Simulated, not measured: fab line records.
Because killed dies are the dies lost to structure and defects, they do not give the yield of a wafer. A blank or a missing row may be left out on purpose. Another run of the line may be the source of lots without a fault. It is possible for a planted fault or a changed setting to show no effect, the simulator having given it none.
fab line records	flow sky130
record: lots: 24	wafers: 72	last_day: 50
route steps=708 shown METAL2@484 VIA2@521 VIA3@588 METAL4@599 CAP2M@616
lots untouched by any fault: they come from a run of this same line in which no faults occurred
start_h: hours from the record's first day to the start of the lot's first wafer shown	wait_h: hours since the lot's step before	" as in the row above	L1.1+2: a single row standing in for several wafers	- no value, or no start was given	* or withheld: withheld	< > ~ a bound
route shown NAME@n: NAME is a module with steps in the file, n the number in the route of the first one	usual: the fault-free wafers' mean and standard deviation	same: alike in all rows	chamber/n: place in a boat	sites: the reading at each site	_std_site: standard deviation across them	_edge_site: mean of outer sites minus mean of inner sites	radius_mm: how far each site lies from the wafer's centre	mask NAME#n: copy n	behind: the most recent tool/chamber to have shaped the wafer	hold: why the lot went on hold/how many hours it stayed there/how the hold came to an end	device: transistor that didn't switch, given as n, p or np	end of line: tests run on the same wafers once the route is complete	step lacking rows: just its recipe	killed: at the first sort, the dies lost to defects and structure; wafer yield is something else	map: per-die view of a wafer (x killed, . not killed, _ where there is no die)
set.NAME: the setting as run; set.NAME@STEP: as run at that earlier step	model.NAME: the simulator's own value behind a step, which no gauge read
steps of the route over a sample of lots; a table a step, a row a wafer
services: the hour from which a tool's chamber was out of use, counted from the record's first day as start_h (under 0 if before that day), plus the number of hours and why
== steps ==
step: SKY_METAL2_SPUTTER_01
recipe: material: TiN	target_thk_nm: 20	power_w: 6500	time_s: 16.7	chamber_pressure_pa: 0.4
usual: throttle_valve_pct: 30.1/0.72
lot.wafer	tool	chamber	start_h	wait_h	throttle_valve_pct
L074.3	pvd_sputter-02	-	791.83	0.0	29.2
L074.5	"	-	"	"	29.7
L074.6	"	-	"	"	29.4
L075.2	pvd_sputter-04	-	799.40	0.0	30.7
L075.3	"	-	"	"	29.7
L075.4	"	-	"	"	30.0
L076.2	pvd_sputter-04	-	803.32	0.0	30.4
L076.3	"	-	"	"	30.8
L076.6	"	-	"	"	30.8
L077.1	pvd_sputter-01	-	812.78	0.0	29.6
L077.4	"	-	"	"	32.3
L077.6	"	-	"	"	29.7
L078.2	pvd_sputter-04	-	827.13	0.0	30.2
L078.5	"	-	"	"	30.3
L078.6	"	-	"	"	30.7
L079.1	pvd_sputter-02	-	830.13	0.0	29.5
L079.3	"	-	"	"	29.7
L079.6	"	-	"	"	29.2
L080.2	pvd_sputter-04	-	845.05	0.0	30.8
L080.4	"	-	"	"	30.1
L080.6	"	-	"	"	30.9
L081.1	pvd_sputter-04	-	848.21	0.0	30.4
L081.4	"	-	"	"	30.2
L081.5	"	-	"	"	30.2
L082.2	pvd_sputter-04	-	852.99	0.0	30.7
L082.3	"	-	"	"	29.5
L082.6	"	-	"	"	30.8
L083.1	pvd_sputter-04	-	867.80	0.0	30.6
L083.5	"	-	"	"	29.7
L083.6	"	-	"	"	30.0
L084.1	pvd_sputter-04	-	876.58	0.0	30.1
L084.3	"	-	"	"	30.2
L084.5	"	-	"	"	30.8
L085.1	pvd_sputter-01	-	878.98	0.0	32.5
L085.2	"	-	"	"	30.0
L085.3	"	-	"	"	29.0
L086.1	pvd_sputter-04	-	888.52	0.0	30.4
L086.2	"	-	"	"	30.4
L086.6	"	-	"	"	30.6
L087.3	pvd_sputter-04	-	895.98	0.0	30.4
L087.4	"	-	"	"	30.2
L087.6	"	-	"	"	30.1
L088.2	pvd_sputter-04	-	899.43	0.0	30.1
L088.3	"	-	"	"	29.7
L088.5	"	-	"	"	30.1
L089.4	pvd_sputter-01	-	910.80	0.0	32.1
L089.5	"	-	"	"	30.3
L089.6	"	-	"	"	29.6
L090.1	pvd_sputter-02	-	919.54	0.0	29.6
L090.2	"	-	"	"	28.9
L090.3	"	-	"	"	30.5
L092.3	pvd_sputter-02	-	929.96	0.0	29.6
L092.4	"	-	"	"	29.2
L092.5	"	-	"	"	29.6
L091.4	pvd_sputter-02	-	933.41	0.0	29.5
L091.5	"	-	"	"	29.3
L091.6	"	-	"	"	29.7
L093.2	pvd_sputter-01	-	937.53	0.0	30.1
L093.3	"	-	"	"	32.3
L093.4	"	-	"	"	29.3
L094.1	pvd_sputter-01	-	942.30	0.0	32.1
L094.4	"	-	"	"	29.3
L094.6	"	-	"	"	29.5
L095.1	pvd_sputter-02	-	949.19	0.0	29.8
L095.4	"	-	"	"	29.4
L095.6	"	-	"	"	29.6
L096.3	pvd_sputter-02	-	954.62	0.0	30.4
L096.4	"	-	"	"	29.0
L096.5	"	-	"	"	30.7
L097.1	pvd_sputter-02	-	960.72	0.0	29.1
L097.3	"	-	"	"	29.8
L097.5	"	-	"	"	29.1
step: SKY_VIA2_ETCH_14
recipe: chemistry: N2/H2	target: BARC	ion_energy_ev: 200	source_w: 500	bias_w: 100	pressure_mtorr: 30	n2_flow_sccm: 100	h2_flow_sccm: 200	stop_on: SiO2	time_s: 45.9	target_depth_a: 600
usual: drypump_motor_current_A: 6.0/0.46	oes_product_au: 0.854/0.0047	throttle_valve_pct: 13.225/0.0097
lot.wafer	tool	chamber	start_h	wait_h	drypump_motor_current_A	oes_product_au	rf_hours_counter_h	throttle_valve_pct
L074.3	rie_diel-03	3	847.23	0.0	5.9	0.860	17	13.220
L074.5	"	1	"	"	6.3	0.856	-	13.222
L074.6	"	0	"	"	5.8	0.857	-	13.222
L075.2	rie_diel-04	0	853.25	0.0	5.9	0.858	18	13.238
L075.3	"	3	"	"	5.2	0.850	6	13.220
L075.4	"	1	"	"	6.5	0.852	2	13.225
L076.2	rie_diel-04	1	856.58	0.0	6.6	0.854	2	13.228
L076.3	"	3	"	"	5.2	0.852	6	13.208
L076.6	"	3	"	"	5.2	0.856	-	13.223
L077.1	rie_diel-03	0	866.60	0.0	5.8	0.849	21	13.248
L077.4	"	1	"	"	6.3	0.860	6	13.237
L077.6	"	2	"	"	5.6	0.857	-	13.216
L078.2	rie_diel-01	1	880.78	0.0	6.8	0.853	4	13.235
L078.5	"	3	"	"	5.7	0.848	-	13.240
L078.6	"	0	"	"	5.4	0.858	-	13.222
L079.1	rie_diel-01	3	883.90	0.0	5.7	0.860	9	13.222
L079.3	"	2	"	"	6.4	0.857	12	13.228
L079.6	"	0	"	"	5.4	0.851	-	13.218
L080.2	rie_diel-03	2	899.05	0.0	5.6	0.859	12	13.238
L080.4	"	0	"	"	5.8	0.858	22	13.225
L080.6	"	0	"	"	5.8	0.846	-	13.223
L081.1	rie_diel-01	2	900.55	0.0	6.4	0.852	13	13.216
L081.4	"	0	"	"	5.4	0.850	19	13.227
L081.5	"	1	"	"	6.8	0.859	-	13.237
L082.2	rie_diel-01	3	906.43	0.0	5.7	0.865	10	13.205
L082.3	"	1	"	"	6.8	0.858	4	13.240
L082.6	"	1	"	"	6.8	0.850	-	13.241
L083.1	rie_diel-04	0	920.55	0.0	5.9	0.863	20	13.224
L083.5	"	1	"	"	6.6	0.851	-	13.234
L083.6	"	2	"	"	6.3	0.850	-	13.253
L084.1	rie_diel-04	2	927.00	0.0	6.3	0.856	4	13.242
L084.3	"	3	"	"	5.2	0.856	8	13.234
L084.5	"	0	"	"	5.9	0.848	-	13.209
L085.1	rie_diel-03	2	930.40	0.0	5.6	0.853	13	13.233
L085.2	"	3	"	"	5.9	0.851	20	13.210
L085.3	"	0	"	"	5.8	0.853	23	13.225
L086.1	rie_diel-04	3	941.23	0.0	5.2	0.846	9	13.233
L086.2	"	2	"	"	6.3	0.851	4	13.227
L086.6	"	3	"	"	5.2	0.863	-	13.217
L087.3	rie_diel-01	3	946.70	0.0	5.7	0.859	11	13.227
L087.4	"	2	"	"	6.4	0.853	14	13.241
L087.6	"	3	"	"	5.7	0.854	-	13.227
L088.2	rie_diel-03	0	950.40	0.0	5.8	0.856	24	13.238
L088.3	"	2	"	"	5.6	0.851	13	13.228
L088.5	"	0	"	"	5.8	0.859	-	13.205
L089.4	rie_diel-04	1	960.75	0.0	6.5	0.847	5	13.221
L089.5	"	2	"	"	6.3	0.861	-	13.207
L089.6	"	1	"	"	6.5	0.861	-	13.240
L090.1	rie_diel-03	2	968.88	0.0	5.6	0.849	14	13.226
L090.2	"	3	"	"	5.9	0.853	21	13.221
L090.3	"	1	"	"	6.3	0.857	9	13.230
L092.3	rie_diel-01	1	979.40	0.0	6.8	0.855	6	13.220
L092.4	"	3	"	"	5.7	0.856	-	13.223
L092.5	"	1	"	"	6.8	0.853	-	13.235
L091.4	rie_diel-03	0	983.15	0.0	5.8	0.853	25	13.234
L091.5	"	2	"	"	5.6	0.853	-	13.236
L091.6	"	3	"	"	5.9	0.854	-	13.234
L093.2	rie_diel-04	1	987.48	0.0	6.6	0.843	6	13.226
L093.3	"	2	"	"	6.3	0.852	5	13.220
L093.4	"	3	"	"	5.2	0.862	10	13.245
L094.1	rie_diel-04	1	990.98	0.0	6.6	0.851	6	13.219
L094.4	"	0	"	"	5.9	0.852	22	13.230
L094.6	"	2	"	"	6.2	0.851	-	13.231
L095.1	rie_diel-04	2	998.56	0.0	6.3	0.861	6	13.218
L095.4	"	3	"	"	5.2	0.849	10	13.233
L095.6	"	3	"	"	5.2	0.852	-	13.207
L096.3	rie_diel-03	0	1003.83	0.0	5.8	0.860	26	13.220
L096.4	"	2	"	"	5.6	0.851	-	13.228
L096.5	"	3	"	"	5.9	0.860	-	13.197
L097.1	rie_diel-03	0	1010.25	0.0	5.8	0.855	26	13.223
L097.3	"	1	"	"	6.3	0.857	10	13.233
L097.5	"	1	"	"	6.3	0.851	-	13.228
step: SKY_VIA3_ETCH_15
recipe: target: SiO2	chemistry: C4F8/O2/Ar	target_depth_nm: 507	stop_on: TiN	mask_material: KrF-thick	source_w: 1500	bias_w: 1161	pressure_mtorr: 40	c4f8_flow_sccm: withheld	O2_flow_sccm: 6	Ar_flow_sccm: 300	time_s: 78
usual: oes_product_au: 0.946/0.0045
lot.wafer	tool	chamber	start_h	wait_h	oes_product_au	rf_hours_counter_h
L074.3	rie_diel-02	3	926.69	0.0	0.951	8
L074.5	"	0	"	"	0.948	-
L074.6	"	1	"	"	0.941	-
L075.2	rie_diel-04	1	931.59	0.0	0.950	4
L075.3	"	0	"	"	0.941	21
L075.4	"	3	"	"	0.945	8
L076.2	rie_diel-04	2	936.54	0.0	0.942	4
L076.3	"	3	"	"	0.942	9
L076.6	"	3	"	"	0.955	-
L077.1	rie_diel-02	2	945.99	0.0	0.945	24
L077.4	"	3	"	"	0.945	9
L077.6	"	3	"	"	0.947	-
L078.2	rie_diel-04	0	958.44	0.0	0.949	21
L078.5	"	2	"	"	0.946	-
L078.6	"	3	"	"	0.944	-
L079.1	rie_diel-02	0	962.12	0.0	0.946	19
L079.3	"	1	"	"	0.948	3
L079.6	"	2	"	"	0.941	-
L080.2	rie_diel-03	1	975.99	0.0	0.949	9
L080.4	"	3	"	"	0.950	21
L080.6	"	1	"	"	0.951	-
L081.1	rie_diel-02	0	977.52	0.0	0.946	19
L081.4	"	3	"	"	0.948	10
L081.5	"	1	"	"	0.946	-
L082.2	rie_diel-04	0	983.31	0.0	0.947	22
L082.3	"	2	"	"	0.945	5
L082.6	"	1	"	"	0.940	-
L083.1	rie_diel-02	0	996.44	0.0	0.949	20
L083.5	"	0	"	"	0.943	-
L083.6	"	1	"	"	0.949	-
L084.1	rie_diel-02	0	1002.72	0.0	0.946	20
L084.3	"	2	"	"	0.944	26
L084.5	"	1	"	"	0.947	-
L085.1	rie_diel-04	3	1005.54	0.0	0.957	11
L085.2	"	1	"	"	0.949	6
L085.3	"	2	"	"	0.948	6
L086.1	rie_diel-03	3	1015.59	0.0	0.948	23
L086.2	"	2	"	"	0.942	16
L086.6	"	2	"	"	0.949	-
L087.3	rie_diel-03	2	1021.49	0.0	0.936	16
L087.4	"	3	"	"	0.937	23
L087.6	"	0	"	"	0.950	-
L088.2	rie_diel-03	1	1026.34	0.0	0.946	10
L088.3	"	0	"	"	0.942	26
L088.5	"	3	"	"	0.941	-
L089.4	rie_diel-04	2	1036.14	0.0	0.942	7
L089.5	"	1	"	"	0.952	-
L089.6	"	2	"	"	0.941	-
L090.1	rie_diel-03	3	1041.99	0.0	0.943	24
L090.2	"	1	"	"	0.948	11
L090.3	"	0	"	"	0.947	27
L092.3	rie_diel-04	1	1052.07	0.0	0.945	8
L092.4	"	2	"	"	0.951	8
L092.5	"	3	"	"	0.950	-
L091.4	rie_diel-04	0	1054.54	0.0	0.944	24
L091.5	"	2	"	"	0.937	-
L091.6	"	1	"	"	0.952	-
L093.2	rie_diel-04	1	1058.77	0.0	0.949	8
L093.3	"	2	"	"	0.951	8
L093.4	"	0	"	"	0.941	24
L094.1	rie_diel-02	0	1062.97	0.0	0.943	23
L094.4	"	1	"	"	0.948	-
L094.6	"	3	"	"	0.943	-
L095.1	rie_diel-04	2	1070.79	0.0	0.945	9
L095.4	"	0	"	"	0.938	25
L095.6	"	3	"	"	0.939	-
L096.3	rie_diel-04	3	1074.34	0.0	0.942	13
L096.4	"	1	"	"	0.948	9
L096.5	"	3	"	"	0.945	-
L097.1	rie_diel-04	1	1079.97	0.0	0.934	9
L097.3	"	2	"	"	0.945	9
L097.5	"	0	"	"	0.950	-
step: SKY_VIA3_THK_MEAS_23
recipe: thk_meas_gauge: xrf	reads: W_of_VIA3_CVD_21
usual: VIA3_W_THK: 398/6.6
lot.wafer	tool	chamber	start_h	wait_h	VIA3_W_THK[nm]
L074.3	film_metro-01	-	927.67	0.1	398
L074.5	"	-	"	"	393
L074.6	"	-	"	"	401
L075.2	film_metro-02	-	932.56	0.1	397
L075.3	"	-	"	"	397
L075.4	"	-	"	"	399
L076.2	film_metro-02	-	937.94	0.1	397
L076.3	"	-	"	"	389
L076.6	"	-	"	"	396
L077.1	film_metro-04	-	946.94	0.1	385
L077.4	"	-	"	"	394
L077.6	"	-	"	"	390
L078.2	film_metro-02	-	959.52	0.1	399
L078.5	"	-	"	"	400
L078.6	"	-	"	"	403
L079.1	film_metro-02	-	963.43	0.1	405
L079.3	"	-	"	"	406
L079.6	"	-	"	"	405
L080.2	film_metro-01	-	976.99	0.1	408
L080.4	"	-	"	"	405
L080.6	"	-	"	"	408
L081.1	film_metro-01	-	978.51	0.1	398
L081.4	"	-	"	"	398
L081.5	"	-	"	"	404
L082.2	film_metro-02	-	984.34	0.1	390
L082.3	"	-	"	"	395
L082.6	"	-	"	"	394
L083.1	film_metro-02	-	997.39	0.1	391
L083.5	"	-	"	"	400
L083.6	"	-	"	"	398
L084.1	film_metro-04	-	1003.68	0.1	393
L084.3	"	-	"	"	398
L084.5	"	-	"	"	396
L085.1	film_metro-01	-	1006.50	0.1	404
L085.2	"	-	"	"	407
L085.3	"	-	"	"	406
L086.1	film_metro-02	-	1016.54	0.1	393
L086.2	"	-	"	"	392
L086.6	"	-	"	"	396
L087.3	film_metro-04	-	1022.46	0.1	396
L087.4	"	-	"	"	395
L087.6	"	-	"	"	398
L088.2	film_metro-01	-	1027.30	0.1	416
L088.3	"	-	"	"	417
L088.5	"	-	"	"	414
L089.4	film_metro-02	-	1037.13	0.1	396
L089.5	"	-	"	"	401
L089.6	"	-	"	"	404
L090.1	film_metro-04	-	1042.98	0.1	388
L090.2	"	-	"	"	386
L090.3	"	-	"	"	390
L092.3	film_metro-02	-	1053.05	0.1	394
L092.4	"	-	"	"	395
L092.5	"	-	"	"	395
L091.4	film_metro-01	-	1055.57	0.1	402
L091.5	"	-	"	"	397
L091.6	"	-	"	"	396
L093.2	film_metro-02	-	1059.74	0.1	399
L093.3	"	-	"	"	402
L093.4	"	-	"	"	397
L094.1	film_metro-04	-	1063.93	0.1	397
L094.4	"	-	"	"	394
L094.6	"	-	"	"	393
L095.1	film_metro-02	-	1071.77	0.1	390
L095.4	"	-	"	"	393
L095.6	"	-	"	"	395
L096.3	film_metro-01	-	1075.53	0.1	404
L096.4	"	-	"	"	408
L096.5	"	-	"	"	408
L097.1	film_metro-02	-	1080.93	0.1	387
L097.3	"	-	"	"	392
L097.5	"	-	"	"	389
step: SKY_METAL4_SPUTTER_01
recipe: material: TiN	target_thk_nm: 20	power_w: 6500	time_s: 16.7	chamber_pressure_pa: 0.4
usual: throttle_valve_pct: 30.0/0.63
lot.wafer	tool	chamber	start_h	wait_h	throttle_valve_pct
L074.3	pvd_sputter-04	-	928.42	0.0	29.6
L074.5	"	-	"	"	30.9
L074.6	"	-	"	"	30.3
L075.2	pvd_sputter-03	-	932.93	0.0	30.4
L075.3	"	-	"	"	30.5
L075.4	"	-	"	"	31.1
L076.2	pvd_sputter-03	-	938.31	0.0	30.1
L076.3	"	-	"	"	30.4
L076.6	"	-	"	"	28.9
L077.1	pvd_sputter-03	-	947.32	0.0	30.1
L077.4	"	-	"	"	28.9
L077.6	"	-	"	"	30.2
L078.2	pvd_sputter-03	-	959.90	0.0	29.0
L078.5	"	-	"	"	30.3
L078.6	"	-	"	"	31.1
L079.1	pvd_sputter-03	-	963.81	0.0	30.2
L079.3	"	-	"	"	30.9
L079.6	"	-	"	"	31.3
L080.2	pvd_sputter-02	-	977.36	0.0	30.6
L080.4	"	-	"	"	29.6
L080.6	"	-	"	"	29.4
L081.1	pvd_sputter-02	-	978.89	0.0	29.8
L081.4	"	-	"	"	29.7
L081.5	"	-	"	"	29.7
L082.2	pvd_sputter-04	-	984.84	0.0	30.4
L082.3	"	-	"	"	30.1
L082.6	"	-	"	"	30.3
L083.1	pvd_sputter-04	-	997.77	0.0	29.6
L083.5	"	-	"	"	30.4
L083.6	"	-	"	"	30.8
L084.1	pvd_sputter-02	-	1004.06	0.0	30.4
L084.3	"	-	"	"	29.1
L084.5	"	-	"	"	29.7
L085.1	pvd_sputter-02	-	1006.88	0.0	29.6
L085.2	"	-	"	"	29.6
L085.3	"	-	"	"	30.3
L086.1	pvd_sputter-04	-	1016.92	0.0	30.4
L086.2	"	-	"	"	30.6
L086.6	"	-	"	"	30.2
L087.3	pvd_sputter-04	-	1022.82	0.0	30.6
L087.4	"	-	"	"	29.6
L087.6	"	-	"	"	30.6
L088.2	pvd_sputter-02	-	1027.67	0.0	29.2
L088.3	"	-	"	"	29.6
L088.5	"	-	"	"	29.6
L089.4	pvd_sputter-04	-	1037.48	0.0	30.3
L089.5	"	-	"	"	30.6
L089.6	"	-	"	"	30.7
L090.1	pvd_sputter-03	-	1043.36	0.0	31.2
L090.2	"	-	"	"	30.6
L090.3	"	-	"	"	30.1
L092.3	pvd_sputter-03	-	1053.41	0.0	31.0
L092.4	"	-	"	"	29.1
L092.5	"	-	"	"	30.2
L091.4	pvd_sputter-03	-	1055.92	0.0	30.4
L091.5	"	-	"	"	29.0
L091.6	"	-	"	"	30.2
L093.2	pvd_sputter-02	-	1060.11	0.0	29.1
L093.3	"	-	"	"	29.8
L093.4	"	-	"	"	30.3
L094.1	pvd_sputter-03	-	1064.31	0.0	30.4
L094.4	"	-	"	"	30.3
L094.6	"	-	"	"	30.1
L095.1	pvd_sputter-02	-	1072.15	0.0	29.1
L095.4	"	-	"	"	29.6
L095.6	"	-	"	"	29.4
L096.3	pvd_sputter-02	-	1076.10	0.0	29.5
L096.4	"	-	"	"	29.3
L096.5	"	-	"	"	29.8
L097.1	pvd_sputter-02	-	1081.31	0.0	30.5
L097.3	"	-	"	"	29.6
L097.5	"	-	"	"	30.4
step: SKY_CAP2M_METAL_ETCH_13
recipe: target_depth_nm: 220	stop_on: SiO2	chemistry: Cl2/BCl3	target: TiN	pressure_mtorr: 10	icp_w: 900	bias_w: 48.5	Cl2_flow_sccm: 60	bcl3_flow_sccm: 30	time_s: 62.9
usual: drypump_motor_current_A: 5.7/0.37	oes_product_au: 0.939/0.0069	throttle_valve_pct: 21.903/0.01
lot.wafer	tool	chamber	start_h	wait_h	drypump_motor_current_A	oes_product_au	rf_hours_counter_h	throttle_valve_pct
L074.3	rie_metal-03	1	953.20	0.0	5.5	0.941	-	21.908
L074.5	"	0	"	"	5.2	0.939	-	21.896
L074.6	"	1	"	"	5.6	0.944	-	21.903
L075.2	rie_metal-02	1	957.13	0.0	5.3	0.939	13	21.928
L075.3	"	0	"	"	5.5	0.931	-	21.903
L075.4	"	1	"	"	5.3	0.924	-	21.922
L076.2	rie_metal-01	0	962.68	0.0	5.8	0.947	1	21.892
L076.3	"	1	"	"	6.3	0.936	-	21.905
L076.6	"	1	"	"	6.3	0.929	-	21.916
L077.1	rie_metal-01	1	971.83	0.0	6.3	0.937	5	21.886
L077.4	"	0	"	"	5.8	0.933	-	21.911
L077.6	"	1	"	"	6.3	0.943	-	21.914
L078.2	rie_metal-02	0	984.48	0.0	5.5	0.944	7	21.904
L078.5	"	0	"	"	5.6	0.933	-	21.894
L078.6	"	1	"	"	5.4	0.947	-	21.909
L079.1	rie_metal-01	0	987.96	0.0	5.8	0.932	3	21.910
L079.3	"	1	"	"	6.4	0.939	-	21.908
L079.6	"	0	"	"	5.8	0.939	-	21.897
L080.2	rie_metal-01	1	1001.56	0.0	6.3	0.937	7	21.916
L080.4	"	1	"	"	6.4	0.932	-	21.909
L080.6	"	0	"	"	5.9	0.932	-	21.902
L081.1	rie_metal-02	0	1002.33	0.0	5.6	0.950	8	21.898
L081.4	"	0	"	"	5.6	0.955	-	21.899
L081.5	"	0	"	"	5.5	0.941	-	21.916
L082.2	rie_metal-01	0	1008.18	0.0	5.9	0.934	3	21.898
L082.3	"	1	"	"	6.4	0.939	-	21.897
L082.6	"	1	"	"	6.4	0.942	-	21.880
L083.1	rie_metal-01	0	1021.53	0.0	5.8	0.937	4	21.910
L083.5	"	1	"	"	6.4	0.940	-	21.890
L083.6	"	0	"	"	5.8	0.933	-	21.907
L084.1	rie_metal-02	1	1027.33	0.0	5.4	0.935	17	21.916
L084.3	"	0	"	"	5.6	0.943	-	21.886
L084.5	"	1	"	"	5.3	0.938	-	21.906
L085.1	rie_metal-02	1	1029.83	0.0	5.3	0.942	17	21.917
L085.2	"	0	"	"	5.5	0.941	10	21.916
L085.3	"	0	"	"	5.5	0.953	-	21.895
L086.1	rie_metal-02	0	1039.43	0.0	5.6	0.935	10	21.907
L086.2	"	1	"	"	5.4	0.931	18	21.906
L086.6	"	0	"	"	5.5	0.925	-	21.889
L087.3	rie_metal-01	0	1045.50	0.0	5.8	0.928	-	21.894
L087.4	"	1	"	"	6.3	0.928	-	21.908
L087.6	"	0	"	"	5.8	0.930	-	21.912
L088.2	rie_metal-03	0	1049.91	0.0	5.2	0.936	22	21.926
L088.3	"	0	"	"	5.2	0.934	-	21.917
L088.5	"	1	"	"	5.5	0.933	-	21.899
L089.4	rie_metal-01	1	1059.25	0.0	6.3	0.942	-	21.900
L089.5	"	0	"	"	5.8	0.940	-	21.920
L089.6	"	1	"	"	6.3	0.942	-	21.910
L090.1	rie_metal-03	1	1064.91	0.0	5.5	0.937	16	21.893
L090.2	"	1	"	"	5.5	0.930	-	21.904
L090.3	"	1	"	"	5.5	0.933	-	21.898
L092.3	rie_metal-03	1	1074.36	0.1	5.5	0.954	-	21.884
L092.4	"	1	"	"	5.5	0.950	-	21.906
L092.5	"	1	"	"	5.5	0.956	-	21.895
L091.4	rie_metal-01	1	1077.20	0.0	6.4	0.933	-	21.882
L091.5	"	0	"	"	5.9	0.937	-	21.918
L091.6	"	1	"	"	6.4	0.940	-	21.913
L093.2	rie_metal-01	1	1081.96	0.0	6.3	0.948	12	21.906
L093.3	"	1	"	"	6.3	0.945	-	21.899
L093.4	"	0	"	"	5.8	0.943	-	21.917
L094.1	rie_metal-02	0	1084.58	0.0	5.5	0.946	14	21.887
L094.4	"	1	"	"	5.3	0.941	-	21.883
L094.6	"	1	"	"	5.3	0.938	-	21.910
L095.1	rie_metal-02	1	1092.96	0.0	5.3	0.939	21	21.909
L095.4	"	1	"	"	5.4	0.952	-	21.901
L095.6	"	1	"	"	5.3	0.942	-	21.920
L096.3	rie_metal-02	0	1097.03	0.0	5.5	0.943	-	21.890
L096.4	"	1	"	"	5.3	0.944	-	21.910
L096.5	"	0	"	"	5.5	0.949	-	21.888
L097.1	rie_metal-02	0	1101.28	0.0	5.6	0.938	15	21.899
L097.3	"	1	"	"	5.4	0.939	-	21.897
L097.5	"	1	"	"	5.4	0.947	-	21.885
== services ==
tool	chamber	start_h	hours	kind
rie_diel-04	3	770.99	3.7	repair
rie_metal-01	0	777.52	9.8	repair
pvd_sputter-02	-	790.54	0.6	repair
rie_diel-03	-	804.97	14.6	pm
rie_diel-03	3	832.41	7.2	repair
pvd_sputter-02	-	833.43	3.1	repair
rie_diel-03	-	833.83	0.3	repair
pvd_sputter-04	-	839.20	1.4	repair
rie_metal-02	0	861.64	10.3	repair
rie_diel-03	-	900.30	0.6	repair
rie_diel-04	1	932.39	2.9	repair
rie_diel-03	-	934.82	1.8	repair
pvd_sputter-02	-	937.28	6.3	repair
rie_metal-01	-	960.36	0.6	repair
rie_diel-04	3	976.78	2.5	repair
pvd_sputter-02	-	986.30	1.4	repair
rie_diel-03	1	1001.04	6.6	repair
rie_diel-03	1	1013.33	1.5	repair
pvd_sputter-02	-	1016.03	3.7	repair
rie_diel-03	-	1047.55	2.8	pm
rie_metal-01	0	1050.43	1.4	repair
rie_diel-03	-	1056.80	28.1	pm
pvd_sputter-04	-	1066.26	0.7	repair
rie_diel-04	-	1096.80	14.6	pm
== key ==
fault none
